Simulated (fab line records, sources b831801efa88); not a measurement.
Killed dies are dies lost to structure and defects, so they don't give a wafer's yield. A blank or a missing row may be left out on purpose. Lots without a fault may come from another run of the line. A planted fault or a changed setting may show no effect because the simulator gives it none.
Which tool did it? | flow gf180mcu | 12 lots, 36 wafers sampled, at 4 steps of a route of 602

WHAT THE GAUGES READ, wafer by wafer
GF_MVSD_OVL_MEAS_07.
lot  | measured     | on         | MVSD_OVL (nm)
L674 | day 4 21:38  | overlay-01 | -1.3 -2.4 -0.8
L675 | day 5 03:59  | overlay-01 | 0.6 1.8 0.3
L676 | day 5 10:26  | overlay-01 | 2.2 2.4 1.6
L678 | day 5 20:17  | overlay-01 | 0.8 0.6 1.0
L685 | day 7 15:47  | overlay-01 | - - -
L689 | day 8 16:05  | overlay-01 | 1.7 0.2 2.3
L690 | day 8 23:23  | overlay-01 | 0.6 1.6 -0.4
L691 | day 9 02:54  | overlay-02 | 2.0 2.4 0.9
L692 | day 9 08:26  | overlay-02 | 1.7 1.3 2.0
L693 | day 9 13:32  | overlay-02 | 1.5 2.4 1.5
L694 | day 9 21:35  | overlay-01 | 0.3 1.9 -0.2
L695 | day 10 02:11 | overlay-01 | -1.6 -0.5 0.6

GF_MVSD_TW_MEAS_11.
lot  | measured     | on            | MVSD_TW
L674 | day 4 22:05  | film_metro-03 | 1590 1581 1580
L675 | day 5 04:26  | film_metro-03 | 1587 1594 1586
L676 | day 5 10:54  | film_metro-01 | 1584 1584 1587
L678 | day 5 20:43  | film_metro-03 | 1591 1595 1589
L685 | day 7 16:13  | film_metro-04 | 30 30 30 30 30 30
L689 | day 8 16:31  | film_metro-01 | 1575 1577 1577
L690 | day 8 23:49  | film_metro-03 | 1591 1598 1594
L691 | day 9 03:21  | film_metro-03 | 1589 1587 1597
L692 | day 9 08:52  | film_metro-03 | 1593 1588 1597
L693 | day 9 13:59  | film_metro-03 | 1585 1602 1586
L694 | day 9 22:01  | film_metro-01 | 1567 1570 1578
L695 | day 10 02:37 | film_metro-03 | 1588 1596 1586

GF_V2_CD_MEAS_14: target cd 260 nm.
lot  | measured     | on        | cd_nm (nm)
L674 | day 21 09:32 | cd_sem-01 | 261.0 260.9 261.4
L675 | day 21 20:05 | cd_sem-02 | 260.3 259.7 259.1
L676 | day 22 02:34 | cd_sem-01 | 260.2 260.6 260.8
L678 | day 22 20:49 | cd_sem-02 | 259.9 260.2 258.7
L689 | day 26 13:58 | cd_sem-02 | 258.4 259.0 259.0
L690 | day 27 00:56 | cd_sem-02 | 260.4 261.4 259.7
L691 | day 27 04:55 | cd_sem-02 | 259.9 258.6 259.7
L692 | day 27 11:19 | cd_sem-02 | 259.2 259.9 258.5
L693 | day 27 22:02 | cd_sem-02 | 261.4 261.5 261.3
L694 | day 28 00:27 | cd_sem-02 | 261.2 260.1 261.2
L695 | day 28 05:30 | cd_sem-02 | 259.2 259.9 260.3

WHICH TOOL RAN EACH LOT (tool, then ch and the chambers of the sampled wafers, then the start)
lot  | GF_MVSD_EXPOSE_04
L674 | iline_stepper-01 ch 0, day 4 15:20
L675 | iline_stepper-02 ch 0, day 4 20:50
L676 | iline_stepper-02 ch 0, day 5 04:05
L678 | iline_stepper-02 ch 0, day 5 12:41
L685 | iline_stepper-02 ch 0, day 7 07:50
L689 | iline_stepper-01 ch 0, day 8 07:43
L690 | iline_stepper-01 ch 0, day 8 14:31
L691 | iline_stepper-02 ch 0, day 8 18:43
L692 | iline_stepper-01 ch 0, day 9 00:10
L693 | iline_stepper-02 ch 0, day 9 04:31
L694 | iline_stepper-01 ch 0, day 9 12:43
L695 | iline_stepper-02 ch 0, day 9 18:01
- GF_MVSD_EXPOSE_04: exposes mask MVSD, target cd 1000 nm.

WHAT THE TOOLS THEMSELVES READ (means of the sampled wafers that have a number; where no wafer has one, the mark that the record gives instead)
GF_MVSD_EXPOSE_04.
lot  | tool             | exposure_dose_mJ_cm2 | stage_vel_mm_s (mm/s)
L674 | iline_stepper-01 | 260.19               | 500.12
L675 | iline_stepper-02 | 259.80               | 499.80
L676 | iline_stepper-02 | 260.34               | 499.90
L678 | iline_stepper-02 | 260.00               | 500.13
L685 | iline_stepper-02 | 260.39               | 500.12
L689 | iline_stepper-01 | 259.93               | 499.84
L690 | iline_stepper-01 | 260.07               | 499.91
L691 | iline_stepper-02 | 259.64               | 500.02
L692 | iline_stepper-01 | 259.79               | 500.12
L693 | iline_stepper-02 | 259.52               | 499.83
L694 | iline_stepper-01 | 259.95               | 499.66
L695 | iline_stepper-02 | 259.98               | 499.82

THE ANSWER, worked out from the rows above alone
Rule: what is usual is taken from the lots themselves. Put in order of their means at a reading, lots are off if they are a third of the lots or fewer, leave a main group of 4 or more, and stand apart from it by a gap of 3 or more times the standard deviation of the main group's means; of several such gaps the widest counts. A main group whose means are all the same, to the digits that the tables above print for the reading, isn't used. A lot without any number at a reading at which 4 lots or more have one is off too. The other lots that the step has rows for count as sound. The gauges are gone through in route order, then the tools' own readings, and for those a lot's mean is taken as printed above. The first step at which some lot is off is used, and at that step the reading that is off furthest; a lot without a number counts as furthest.
Off: L685, at GF_MVSD_OVL_MEAS_07 (MVSD_OVL). Without a number there: L685. The main group: mean 0.9 nm, standard deviation 1.
A tool fits if, at a process step before that reading, it ran every lot that is off, and no sound lot after the first of them. The gauges at GF_MVSD_OVL_MEAS_07 aren't tried: what is off there is off at GF_MVSD_TW_MEAS_11 too, on other tools, and a gauge's error can't cause that. None of those tried fits.

WHAT THE SIMULATOR HAD PUT IN
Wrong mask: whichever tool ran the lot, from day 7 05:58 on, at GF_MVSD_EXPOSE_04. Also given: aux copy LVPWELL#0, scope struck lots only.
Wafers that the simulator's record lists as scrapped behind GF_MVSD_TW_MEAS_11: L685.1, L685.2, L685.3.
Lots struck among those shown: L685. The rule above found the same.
